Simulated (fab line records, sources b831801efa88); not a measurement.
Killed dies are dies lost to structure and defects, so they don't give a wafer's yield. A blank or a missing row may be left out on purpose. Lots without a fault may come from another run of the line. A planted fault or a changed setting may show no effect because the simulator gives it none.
fab line records | flow sky130
record lots=12 wafers=36 last_day=50
route steps=708 shown VIA1@473 VIA3@594 VIA4@640 PAD_OPEN@708
lots that met no fault: from a run of the same line without faults
start_h: hours from the record's first day to the start of the lot's first wafer shown | wait_h: hours since the lot's step before | " the same as in the row above | L1.1+2: a row that stands for several wafers | - no value, or no start given | * or withheld: withheld | < > ~ a bound
route shown NAME@n: a module of which the file shows steps, and the number in the route of the first | usual: mean/standard deviation of fault-free wafers | same: alike in all rows | chamber/n: place in a boat | sites: the reading at each site | _std_site: their standard deviation | _edge_site: outer sites' mean less inner sites' | radius_mm: how far each site lies from the wafer's centre | mask NAME#n: copy n | behind: the tool/chamber that last shaped the wafer | hold: why the lot was held/for how many hours/how that ended | device: the transistor (n, p or np) that didn't switch | end of line: the same wafers' tests at the end of the route | a step without rows: its recipe alone | killed: dies lost to structure and defects at the first sort, not the wafer's yield | map: a wafer's dies, x killed, . not, _ none there
set.NAME: the setting as run; set.NAME@STEP: as run at that earlier step | model.NAME: the simulator's own value behind a step, which no gauge read
steps of the route over a sample of lots; a table a step, a row a wafer
services: from which hour (start_h, from the record's first day; less than 0 if before it) a tool's chamber was out of use, for how many hours, and why
## steps
# step SKY_VIA1_ETCH_15
# recipe target=SiO2 chemistry=C4F8/O2/Ar target_depth_nm=351 stop_on=TiN mask_material=KrF-thick source_w=1500 bias_w=1200 pressure_mtorr=40 c4f8_flow_sccm=withheld O2_flow_sccm=6 Ar_flow_sccm=300 time_s=54
# usual oes_product_au=0.981/0.0058
# columns lot.wafer tool chamber start_h wait_h oes_product_au rf_hours_counter_h
L458.1 rie_diel-01 2 812.08 0.0 0.982 12
L458.2 " 0 " " 0.973 7
L458.6 " 2 " " 0.982 -
L460.4 rie_diel-01 1 829.23 0.0 0.979 1
L460.5 " 1 " " 0.983 -
L460.6 " 0 " " 0.985 -
L461.2 rie_diel-01 0 831.73 0.0 0.981 7
L461.5 " 1 " " 0.982 -
L461.6 " 0 " " 0.983 -
L462.2 rie_diel-04 1 847.56 0.0 0.984 5
L462.4 " 0 " " 0.978 14
L462.6 " 1 " " 0.988 -
L463.2 rie_diel-01 1 865.56 0.0 0.984 2
L463.4 " 2 " " 0.973 14
L463.5 " 1 " " 0.975 -
L465.1 rie_diel-03 3 866.48 0.0 0.982 8
L465.5 " 0 " " 0.986 -
L465.6 " 3 " " 0.982 -
L473.3 rie_diel-04 3 910.86 0.0 0.976 10
L473.4 " 1 " " 0.979 -
L473.5 " 2 " " 0.984 -
L474.2 rie_diel-01 0 926.28 0.0 0.977 10
L474.3 " 3 " " 0.984 22
L474.6 " 1 " " 0.980 -
L477.1 rie_diel-01 1 936.91 0.0 0.980 4
L477.3 " 0 " " 0.988 11
L477.5 " 1 " " 0.987 -
L478.2 rie_diel-01 3 949.26 0.0 0.969 22
L478.3 " 1 " " 0.989 4
L478.5 " 1 " " 0.975 -
L480.1 rie_diel-04 1 958.73 0.0 0.981 8
L480.4 " 2 " " 0.975 -
L480.5 " 1 " " 0.988 -
L479.1 rie_diel-04 2 960.93 0.0 0.968 21
L479.2 " 3 " " 0.989 11
L479.4 " 3 " " 0.983 -
# step SKY_VIA3_CVD_21
# recipe material=W target_thk_nm=390 time_s=117.31 temp_c=400 pressure_torr=40
# usual heater_power_w=832/61
# columns lot.wafer tool chamber start_h wait_h heater_power_w
L458.1 cvd_w-01 0 946.78 0.0 838
L458.2 " 1 " " 805
L458.6 " 1 " " 777
L460.4 cvd_w-01 1 963.17 0.1 775
L460.5 " 0 " " 834
L460.6 " 1 " " 777
L461.2 cvd_w-01 1 965.08 0.0 792
L461.5 " 1 " " 773
L461.6 " 0 " " 825
L462.2 cvd_w-02 0 978.61 0.0 915
L462.4 " 0 " " 921
L462.6 " 1 " " 771
L463.2 cvd_w-01 0 995.18 0.0 842
L463.4 " 1 " " 777
L463.5 " 0 " " 863
L465.1 cvd_w-02 1 996.07 0.0 791
L465.5 " 0 " " 932
L465.6 " 1 " " 761
L473.3 cvd_w-01 0 1036.25 0.1 821
L473.4 " 1 " " 795
L473.5 " 1 " " 793
L474.2 cvd_w-01 1 1050.67 0.0 769
L474.3 " 1 " " 778
L474.6 " 1 " " 780
L477.1 cvd_w-01 1 1060.38 0.0 800
L477.3 " 1 " " 790
L477.5 " 0 " " 840
L478.2 cvd_w-02 0 1071.02 0.0 928
L478.3 " 0 " " 924
L478.5 " 0 " " 932
L480.1 cvd_w-02 0 1078.57 0.0 939
L480.4 " 1 " " 792
L480.5 " 1 " " 785
L479.1 cvd_w-01 1 1080.32 0.0 797
L479.2 " 0 " " 842
L479.4 " 0 " " 842
# step SKY_VIA4_THK_MEAS_01
# recipe reads=SiO2_of_VIA4_HDPCVD_00
# usual VIA4_HDPCVD_THK=1745/15
# columns lot.wafer tool chamber start_h wait_h VIA4_HDPCVD_THK[nm]
L458.1 film_metro-01 - 998.01 0.1 1719
L458.2 " - " " 1758
L458.6 " - " " 1754
L460.4 film_metro-03 - 1013.56 0.0 1754
L460.5 " - " " 1759
L460.6 " - " " 1749
L461.2 film_metro-03 - 1014.49 0.1 1738
L461.5 " - " " 1745
L461.6 " - " " 1707
L462.2 film_metro-01 - 1027.42 0.1 1751
L462.4 " - " " 1734
L462.6 " - " " 1724
L463.2 film_metro-03 - 1042.48 0.1 1765
L463.4 " - " " 1754
L463.5 " - " " 1738
L465.1 film_metro-03 - 1044.73 0.1 1771
L465.5 " - " " 1759
L465.6 " - " " 1738
L473.3 film_metro-01 - 1081.88 0.1 1737
L473.4 " - " " 1733
L473.5 " - " " 1749
L474.2 film_metro-02 - 1094.88 0.1 1729
L474.3 " - " " 1757
L474.6 " - " " 1716
L477.1 film_metro-01 - 1105.56 0.1 1738
L477.3 " - " " 1748
L477.5 " - " " 1733
L478.2 film_metro-01 - 1114.72 0.1 1754
L478.3 " - " " 1731
L478.5 " - " " 1739
L480.1 film_metro-02 - 1122.79 0.1 1728
L480.4 " - " " 1751
L480.5 " - " " 1740
L479.1 film_metro-01 - 1123.70 0.1 1744
L479.2 " - " " 1774
L479.4 " - " " 1758
# step SKY_VIA4_BOW_MEAS_03
# recipe mode=bow
# usual VIA4_BOW=80/9.3
# columns lot.wafer tool chamber start_h wait_h VIA4_BOW[um]
L458.1 film_metro-02 - 998.37 0.2 79
L458.2 " - " " 78
L458.6 " - " " 78
L460.4 film_metro-03 - 1013.95 0.2 89
L460.5 " - " " 84
L460.6 " - " " 76
L461.2 film_metro-01 - 1014.86 0.1 91
L461.5 " - " " 87
L461.6 " - " " 86
L462.2 film_metro-01 - 1027.79 0.3 65
L462.4 " - " " 69
L462.6 " - " " 61
L463.2 film_metro-02 - 1042.85 0.2 84
L463.4 " - " " 82
L463.5 " - " " 86
L465.1 film_metro-02 - 1045.09 0.2 80
L465.5 " - " " 90
L465.6 " - " " 76
L473.3 film_metro-03 - 1082.33 0.3 100
L473.4 " - " " 94
L473.5 " - " " 96
L474.2 film_metro-02 - 1095.36 0.3 67
L474.3 " - " " 85
L474.6 " - " " 74
L477.1 film_metro-03 - 1106.00 0.2 74
L477.3 " - " " 74
L477.5 " - " " 76
L478.2 film_metro-01 - 1115.09 0.2 82
L478.3 " - " " 84
L478.5 " - " " 78
L480.1 film_metro-01 - 1123.15 0.1 77
L480.4 " - " " 85
L480.5 " - " " 70
L479.1 film_metro-01 - 1124.06 0.2 68
L479.2 " - " " 73
L479.4 " - " " 59
# step SKY_PAD_OPEN_PROBE_99
# usual defect_limited_yield=82.2/1.9 killed_at_M0_to_M3=44/6.8 killed_at_M4_up=3.1/1.8 killed_at_contacts=25/5.2 killed_at_front_end=15/4.1 killed_at_other=0.3/0.62 killed_dies=88/9.4 killed_open=48/7.1 killed_short=40/6.1 sort_bin_3_pad_short=0.9/0.38 sort_bin_5_function=10.5/1.5 sort_bin_6_memory=6.5/1.2 sort_bin_8_speed=0.5/0.95 sort_n_pass=402/10 sort_yield_pct=81.6/2
# same gross_dies=492 killed_at_back_side=0 sort_bin_4_leakage[%]=0
# columns lot.wafer tool chamber start_h wait_h defect_limited_yield[%] killed_at_M0_to_M3 killed_at_M4_up killed_at_contacts killed_at_front_end killed_at_other killed_dies killed_open killed_short sort_bin_3_pad_short[%] sort_bin_5_function[%] sort_bin_6_memory[%] sort_bin_8_speed[%] sort_n_pass sort_yield_pct[%]
L463.2 prober-02 - 1130.88 0.1 80.5 46 4 29 17 0 96 51 45 0.8 12.8 5.9 0.6 393 79.9
L463.4 prober-02 - 1130.98 0.2 77.6 71 3 24 11 1 110 55 35 1.8 14.0 6.5 0.4 380 77.2
L463.5 prober-02 - 1131.03 0.2 80.9 45 3 33 13 0 94 57 37 1.6 10.4 7.1 0.8 394 80.1
# killed by level:class
L463.2 VIA1:geometric_particle:open=10 CONTACT:geometric_particle:short=9 CONTACT:geometric_particle:open=7 FIELD_ISO:geometric_particle:open=6 LI_CONTACT:geometric_particle:short=6 METAL1:geometric_particle:short=6 METAL2:geometric_particle:short=6 VIA2:geometric_particle:open=5
L463.4 VIA1:unspecified=20 VIA1:geometric_particle:open=14 CONTACT:geometric_particle:open=12 VIA2:geometric_particle:open=8 LI_CONTACT:geometric_particle:open=7 METAL2:geometric_particle:short=6 VIA1:geometric_particle:short=5 VIA3:geometric_particle:open=5
L463.5 VIA1:geometric_particle:open=17 CONTACT:geometric_particle:open=12 LI_CONTACT:geometric_particle:open=9 LOCAL_INTERCONNECT:geometric_particle:short=6 VIA1:geometric_particle:short=6 POLY_GATE:geometric_particle:open=5 VIA2:geometric_particle:open=5 METAL2:geometric_particle:short=3
## services
# columns tool chamber start_h hours kind
cvd_w-01 - 789.59 0.8 repair
cvd_w-01 - 794.94 1.8 repair
rie_diel-01 1 797.46 1.7 repair
rie_diel-04 2 799.34 2.8 repair
rie_diel-01 3 808.18 6.1 repair
cvd_w-01 1 831.61 6.7 repair
rie_diel-04 - 840.68 1.1 repair
rie_diel-01 1 843.35 7.5 repair
rie_diel-01 0 846.48 5.1 repair
cvd_w-01 - 868.38 0.6 repair
rie_diel-03 1 896.82 5.1 repair
cvd_w-01 - 904.00 14.0 pm
rie_diel-03 - 906.31 2.8 pm
rie_diel-04 0 909.98 1.7 repair
rie_diel-04 0 942.26 25.2 repair
cvd_w-02 - 951.56 0.9 repair
rie_diel-04 1 960.04 7.6 repair
rie_diel-01 - 963.33 0.1 repair
rie_diel-03 - 972.64 0.8 repair
rie_diel-01 - 981.07 14.6 pm
cvd_w-02 - 1027.07 2.8 pm
cvd_w-02 1 1039.32 1.8 repair
cvd_w-02 - 1053.63 6.9 pm
rie_diel-04 - 1065.97 0.8 repair
## key
first_sign step=SKY_PAD_OPEN_PROBE_99 reading=killed_at_M0_to_M3 direction=up sigmas=4 usual=44 struck=71
effect step=SKY_PAD_OPEN_PROBE_99 reading=sort_bin_3_pad_short direction=up sigmas=2.5 usual=0.9 struck=1.8
met_at SKY_VIA1_ETCH_15
struck_lots L463
struck_wafers L463.4
not_acting_at SKY_VIA3_CVD_21,SKY_VIA4_THK_MEAS_01,SKY_VIA4_BOW_MEAS_03
onset_between 812.08 865.56
fault kind=chamber_particle_source tool=rie_diel-01 chamber=2 onset_h=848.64 steps=SKY_VIA1_ETCH_15 rate_per_visit_cm2=0.72307 end_h=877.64
